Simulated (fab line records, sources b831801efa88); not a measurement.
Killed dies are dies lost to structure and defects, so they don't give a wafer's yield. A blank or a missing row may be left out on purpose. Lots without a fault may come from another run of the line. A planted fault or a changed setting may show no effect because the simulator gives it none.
Which tool did it? | flow gf180mcu | 24 lots, 72 wafers sampled, at 6 steps of a route of 602

WHAT THE GAUGES READ, wafer by wafer
GF_SAB_THK_MEAS_01. Usual: SAB_CVD_00_THK 50.0 nm, standard deviation 0.68.
lot  | measured     | on            | SAB_CVD_00_THK (nm) | flag
L074 | day 14 02:47 | film_metro-01 | 49.5 49.8 49.7      |
L075 | day 14 11:13 | film_metro-01 | 49.7 50.9 50.8      |
L076 | day 14 18:12 | film_metro-01 | 50.2 49.7 50.4      |
L077 | day 15 04:29 | film_metro-02 | 48.7 50.2 50.6      |
L078 | day 15 12:05 | film_metro-02 | 49.1 48.7 50.6      |
L079 | day 15 23:28 | film_metro-02 | 50.1 49.9 50.6      |
L080 | day 16 08:12 | film_metro-01 | 50.2 50.3 50.3      |
L081 | day 16 18:51 | film_metro-02 | 48.9 50.0 51.0      |
L083 | day 17 05:14 | film_metro-02 | 49.7 50.9 50.2      |
L082 | day 17 09:14 | film_metro-02 | 48.9 50.4 50.1      |
L084 | day 18 04:47 | film_metro-01 | 49.1 50.8 49.8      |
L085 | day 18 16:36 | film_metro-02 | 49.2 48.8 50.2      |
L086 | day 18 19:19 | film_metro-04 | 50.1 50.9 50.9      |
L087 | day 19 03:08 | film_metro-02 | 48.1 49.4 49.3      |
L088 | day 19 11:10 | film_metro-04 | 50.3 50.4 49.8      |
L089 | day 20 00:39 | film_metro-01 | 49.6 49.5 50.5      |
L090 | day 20 04:51 | film_metro-01 | 48.6 50.0 49.8      |
L091 | day 20 05:02 | film_metro-01 | 49.8 50.2 50.6      |
L092 | day 20 17:01 | film_metro-04 | 49.8 50.9 50.7      |
L093 | day 20 19:26 | film_metro-04 | 49.4 49.9 49.5      |
L094 | day 21 13:50 | film_metro-01 | 50.4 51.4 51.2      |
L095 | day 21 15:21 | film_metro-04 | 48.9 51.5 50.2      |
L096 | day 21 20:51 | film_metro-01 | 49.9 50.7 49.9      |
L097 | day 22 06:57 | film_metro-02 | 49.2 49.6 49.9      |

GF_V1_THK_MEAS_03. Usual: V1_CVD_02_THK 859 nm, standard deviation 12.
lot  | measured     | on            | V1_CVD_02_THK (nm) | flag
L074 | day 16 23:59 | film_metro-01 | 838 852 855        |
L075 | day 17 07:46 | film_metro-01 | 854 869 874        |
L076 | day 17 15:20 | film_metro-04 | 860 842 856        |
L077 | day 18 04:10 | film_metro-01 | 844 883 867        |
L078 | day 18 11:46 | film_metro-04 | 865 870 875        |
L079 | day 19 01:07 | film_metro-02 | 840 848 836        |
L080 | day 19 08:59 | film_metro-04 | 840 846 860        |
L081 | day 19 21:41 | film_metro-01 | 842 859 871        |
L083 | day 20 08:23 | film_metro-04 | 849 860 872        |
L082 | day 20 13:51 | film_metro-02 | 854 891 877        |
L084 | day 21 08:39 | film_metro-04 | 862 864 869        |
L085 | day 21 19:39 | film_metro-01 | 847 847 858        |
L086 | day 21 22:58 | film_metro-02 | 874 868 893        |
L087 | day 22 06:44 | film_metro-02 | 860 852 859        |
L088 | day 22 15:25 | film_metro-02 | 856 859 842        |
L089 | day 23 03:26 | film_metro-02 | 842 841 850        |
L090 | day 23 07:45 | film_metro-02 | 849 858 869        |
L091 | day 23 08:29 | film_metro-04 | 850 857 855        |
L092 | day 23 18:59 | film_metro-01 | 858 851 846        |
L093 | day 23 21:00 | film_metro-01 | 856 854 851        |
L094 | day 24 14:43 | film_metro-04 | 858 866 865        |
L095 | day 24 15:20 | film_metro-01 | 854 857 863        |
L096 | day 24 20:26 | film_metro-02 | 838 852 852        |
L097 | day 25 05:17 | film_metro-01 | 857 868 882        |

GF_M3_CD_MEAS_14: target cd 280 nm. Usual: cd_nm 279.7 nm, standard deviation 1.
lot  | measured     | on        | cd_nm (nm)        | flag
L074 | day 21 05:05 | cd_sem-01 | 278.9 279.4 279.8 |
L075 | day 21 13:22 | cd_sem-01 | 280.2 280.1 279.0 |
L076 | day 21 20:07 | cd_sem-01 | 278.7 280.1 279.6 |
L077 | day 22 08:19 | cd_sem-02 | 280.5 280.9 279.3 |
L078 | day 22 17:23 | cd_sem-02 | 278.3 280.3 278.8 |
L079 | day 23 05:05 | cd_sem-01 | 279.4 278.1 278.2 |
L080 | day 23 14:08 | cd_sem-02 | 280.4 279.5 280.0 |
L081 | day 24 01:26 | cd_sem-01 | 279.7 279.9 279.3 |
L083 | day 24 11:05 | cd_sem-02 | 281.5 280.7 280.3 |
L082 | day 24 15:24 | cd_sem-02 | 278.8 280.8 280.2 |
L084 | day 25 09:23 | cd_sem-01 | 280.6 279.9 280.5 |
L085 | day 25 19:26 | cd_sem-02 | 281.4 279.6 280.5 |
L086 | day 25 20:25 | cd_sem-01 | 281.2 280.4 280.7 |
L087 | day 26 04:35 | cd_sem-01 | 280.9 280.6 279.7 |
L088 | day 26 12:38 | cd_sem-02 | 280.6 280.6 280.1 |
L089 | day 26 22:12 | cd_sem-01 | 279.1 279.9 278.7 |
L090 | day 27 03:45 | cd_sem-01 | 277.8 278.4 277.9 |
L091 | day 27 04:18 | cd_sem-01 | 282.2 280.3 281.0 |
L092 | day 27 13:06 | cd_sem-02 | 278.7 278.6 278.7 |
L093 | day 27 15:47 | cd_sem-02 | 279.7 278.3 279.5 |
L094 | day 28 06:11 | cd_sem-01 | 278.7 278.2 277.2 |
L095 | day 28 07:41 | cd_sem-01 | 278.6 281.1 278.7 |
L096 | day 28 12:39 | cd_sem-02 | 277.8 279.3 278.5 |
L097 | day 28 20:18 | cd_sem-02 | 280.0 279.6 280.9 |

WHICH TOOL RAN EACH LOT (tool, then ch and the chambers of the sampled wafers, then the start)
lot  | GF_V2_SOFTBAKE_10                            | GF_V2_ETCH_17                                 | GF_M3_SPUTTER_01
L074 | litho_track-01 ch 0, day 20 04:50 or earlier | rie_diel-03 ch 0,1,3, day 20 04:50 or earlier | pvd_sputter-02, day 20 04:50
L075 | litho_track-02 ch 0, day 20 13:34 or earlier | rie_diel-01 ch 0,2, day 20 13:34 or earlier   | pvd_sputter-02, day 20 13:34
L076 | litho_track-04 ch 0, day 20 20:23 or earlier | rie_diel-02 ch 0,1,3, day 20 20:23 or earlier | pvd_sputter-02, day 20 20:23
L077 | litho_track-01 ch 0, day 21 08:35 or earlier | rie_diel-02 ch 2,3, day 21 08:35 or earlier   | pvd_sputter-03, day 21 08:35
L078 | litho_track-04 ch 0, day 21 17:59 or earlier | rie_diel-03 ch 0,1,3, day 21 17:59 or earlier | pvd_sputter-04, day 21 17:59
L079 | litho_track-02 ch 0, day 22 05:35 or earlier | rie_diel-02 ch 0,2,3, day 22 05:35 or earlier | pvd_sputter-02, day 22 05:35
L080 | litho_track-02 ch 0, day 22 15:38 or earlier | rie_diel-02 ch 0,1,3, day 22 15:38 or earlier | pvd_sputter-03, day 22 15:38
L081 | litho_track-02 ch 0, day 23 02:56 or earlier | rie_diel-03 ch 1,3, day 23 02:56 or earlier   | pvd_sputter-04, day 23 02:56
L083 | litho_track-04 ch 0, day 23 12:32 or earlier | rie_diel-03 ch 1,2,3, day 23 12:32 or earlier | pvd_sputter-04, day 23 12:32
L082 | litho_track-02 ch 0, day 23 17:26 or earlier | rie_diel-03 ch 1,2,3, day 23 17:26 or earlier | pvd_sputter-03, day 23 17:26
L084 | litho_track-01 ch 0, day 24 11:55 or earlier | rie_diel-01 ch 0,1,2, day 24 11:55 or earlier | pvd_sputter-02, day 24 11:55
L085 | litho_track-04 ch 0, day 24 21:11 or earlier | rie_diel-02 ch 0,1,2, day 24 21:11 or earlier | pvd_sputter-04, day 24 21:11
L086 | litho_track-02 ch 0, day 24 23:26 or earlier | rie_diel-01 ch 0,3, day 24 23:26 or earlier   | pvd_sputter-03, day 24 23:26
L087 | litho_track-04 ch 0, day 25 07:50 or earlier | rie_diel-03 ch 0,1,2, day 25 07:50 or earlier | pvd_sputter-04, day 25 07:50
L088 | litho_track-01 ch 0, day 25 15:23 or earlier | rie_diel-02 ch 0,1,3, day 25 15:23 or earlier | pvd_sputter-04, day 25 15:23
L089 | litho_track-04 ch 0, day 26 01:58 or earlier | rie_diel-01 ch 0,1,3, day 26 01:58 or earlier | pvd_sputter-02, day 26 01:58
L090 | litho_track-01 ch 0, day 26 06:32 or earlier | rie_diel-01 ch 1,2,3, day 26 06:32 or earlier | pvd_sputter-02, day 26 06:32
L091 | litho_track-01 ch 0, day 26 07:40 or earlier | rie_diel-03 ch 1,3, day 26 07:40 or earlier   | pvd_sputter-03, day 26 07:40
L092 | litho_track-04 ch 0, day 26 16:29 or earlier | rie_diel-03 ch 0,1,2, day 26 16:29 or earlier | pvd_sputter-02, day 26 16:29
L093 | litho_track-01 ch 0, day 26 19:17 or earlier | rie_diel-02 ch 0,1,3, day 26 19:17 or earlier | pvd_sputter-03, day 26 19:17
L094 | litho_track-04 ch 0, day 27 09:49 or earlier | rie_diel-01 ch 0,3, day 27 09:49 or earlier   | pvd_sputter-04, day 27 09:49
L095 | litho_track-01 ch 0, day 27 11:34 or earlier | rie_diel-01 ch 1,2, day 27 11:34 or earlier   | pvd_sputter-03, day 27 11:34
L096 | litho_track-04 ch 0, day 27 16:45 or earlier | rie_diel-01 ch 0,1,2, day 27 16:45 or earlier | pvd_sputter-03, day 27 16:45
L097 | litho_track-02 ch 0, day 28 01:02 or earlier | rie_diel-01 ch 1,2,3, day 28 01:02 or earlier | pvd_sputter-02, day 28 01:02
- GF_V2_SOFTBAKE_10: time 62.22 s.
- GF_V2_ETCH_17: etches SiO2 in C4F8/O2/Ar, stops on TiN, target depth 630 nm.
- GF_M3_SPUTTER_01: material TiN, target thk 30 nm, time 25 s.

WHAT THE TOOLS THEMSELVES READ (means of the sampled wafers that have a number; where no wafer has one, the mark that the record gives instead)
GF_V2_SOFTBAKE_10. Usual: plate_sensor_t_centre_C 131.02 C, standard deviation 0.01; plate_sensor_t_edge_C 131.21 C, standard deviation 0.0085.
lot  | tool           | plate_sensor_t_centre_C (C) | plate_sensor_t_edge_C (C) | flag
L074 | litho_track-01 | 131.01                      | 131.21                    |
L075 | litho_track-02 | 131.01                      | 131.20                    |
L076 | litho_track-04 | 131.02                      | 131.21                    |
L077 | litho_track-01 | 131.01                      | 131.21                    |
L078 | litho_track-04 | 131.02                      | 131.21                    |
L079 | litho_track-02 | 131.01                      | 131.20                    |
L080 | litho_track-02 | 131.01                      | 131.21                    |
L081 | litho_track-02 | 131.02                      | 131.21                    |
L083 | litho_track-04 | 131.02                      | 131.21                    |
L082 | litho_track-02 | 131.01                      | 131.20                    |
L084 | litho_track-01 | 131.02                      | 131.22                    |
L085 | litho_track-04 | 131.01                      | 131.20                    |
L086 | litho_track-02 | 131.01                      | 131.21                    |
L087 | litho_track-04 | 131.02                      | 131.21                    |
L088 | litho_track-01 | 131.02                      | 131.20                    |
L089 | litho_track-04 | 131.01                      | 131.20                    |
L090 | litho_track-01 | 131.02                      | 131.21                    |
L091 | litho_track-01 | 131.02                      | 131.20                    |
L092 | litho_track-04 | 131.01                      | 131.20                    |
L093 | litho_track-01 | 131.01                      | 131.20                    |
L094 | litho_track-04 | 131.02                      | 131.21                    |
L095 | litho_track-01 | 131.02                      | 131.21                    |
L096 | litho_track-04 | 131.01                      | 131.21                    |
L097 | litho_track-02 | 131.01                      | 131.21                    |

GF_V2_ETCH_17. Usual: bias_w 1201 W, standard deviation 3.9; oes_product_au 0.855 a.u., standard deviation 0.004.
lot  | tool        | bias_w (W) | oes_product_au (a.u.) | flag
L074 | rie_diel-03 | 1203       | 0.858                 |
L075 | rie_diel-01 | 1202       | 0.850                 |
L076 | rie_diel-02 | 1199       | 0.854                 |
L077 | rie_diel-02 | 1202       | 0.852                 |
L078 | rie_diel-03 | 1199       | 0.851                 |
L079 | rie_diel-02 | 1199       | 0.858                 |
L080 | rie_diel-02 | 1200       | 0.858                 |
L081 | rie_diel-03 | 1202       | 0.857                 |
L083 | rie_diel-03 | 1199       | 0.853                 |
L082 | rie_diel-03 | 1202       | 0.857                 |
L084 | rie_diel-01 | 1201       | 0.857                 |
L085 | rie_diel-02 | 1198       | 0.857                 |
L086 | rie_diel-01 | 1199       | 0.852                 |
L087 | rie_diel-03 | 1203       | 0.850                 |
L088 | rie_diel-02 | 1197       | 0.857                 |
L089 | rie_diel-01 | 1202       | 0.857                 |
L090 | rie_diel-01 | 1201       | 0.853                 |
L091 | rie_diel-03 | 1197       | 0.859                 |
L092 | rie_diel-03 | 1199       | 0.855                 |
L093 | rie_diel-02 | 1200       | 0.855                 |
L094 | rie_diel-01 | 1204       | 0.857                 |
L095 | rie_diel-01 | 1203       | 0.859                 |
L096 | rie_diel-01 | 1201       | 0.855                 |
L097 | rie_diel-01 | 1203       | 0.854                 |

GF_M3_SPUTTER_01. Usual: cathode_dc_power_W 6500.0 W, standard deviation 1.2; throttle_valve_pct 30.2 %, standard deviation 0.91.
lot  | tool           | cathode_dc_power_W (W) | throttle_valve_pct (%) | flag
L074 | pvd_sputter-02 | 6500.0                 | 30.8                   |
L075 | pvd_sputter-02 | 6500.3                 | 30.1                   |
L076 | pvd_sputter-02 | 6499.6                 | 30.6                   |
L077 | pvd_sputter-03 | 6500.9                 | 29.6                   |
L078 | pvd_sputter-04 | 6500.4                 | 30.6                   |
L079 | pvd_sputter-02 | 6499.8                 | 30.8                   |
L080 | pvd_sputter-03 | 6498.8                 | 30.1                   |
L081 | pvd_sputter-04 | 6500.2                 | 29.7                   |
L083 | pvd_sputter-04 | 6499.3                 | 30.4                   |
L082 | pvd_sputter-03 | 6499.7                 | 29.9                   |
L084 | pvd_sputter-02 | 6500.7                 | 31.2                   |
L085 | pvd_sputter-04 | 6499.8                 | 29.8                   |
L086 | pvd_sputter-03 | 6500.3                 | 29.5                   |
L087 | pvd_sputter-04 | 6500.1                 | 29.9                   |
L088 | pvd_sputter-04 | 6500.1                 | 29.8                   |
L089 | pvd_sputter-02 | 6500.3                 | 30.9                   |
L090 | pvd_sputter-02 | 6499.9                 | 30.7                   |
L091 | pvd_sputter-03 | 6499.6                 | 29.3                   |
L092 | pvd_sputter-02 | 6499.9                 | 30.5                   |
L093 | pvd_sputter-03 | 6499.2                 | 30.1                   |
L094 | pvd_sputter-04 | 6499.5                 | 29.6                   |
L095 | pvd_sputter-03 | 6500.9                 | 29.9                   |
L096 | pvd_sputter-03 | 6500.5                 | 30.1                   |
L097 | pvd_sputter-02 | 6499.5                 | 30.6                   |

THE ANSWER, worked out from the rows above alone
Rule: a lot is off if the mean of its wafers that have a number lies more than 3 standard deviations from the usual mean. A lot without any number at a reading at which 4 lots or more have one is off too. The other lots that the step has rows for count as sound. The gauges are gone through in route order, then the tools' own readings, and for those a lot's mean is taken as printed above. The first step at which some lot is off is used, and at that step the reading that is off furthest; a lot without a number counts as furthest.
No lot is off at any reading shown: from this, nothing can be told.

WHAT THE SIMULATOR HAD PUT IN
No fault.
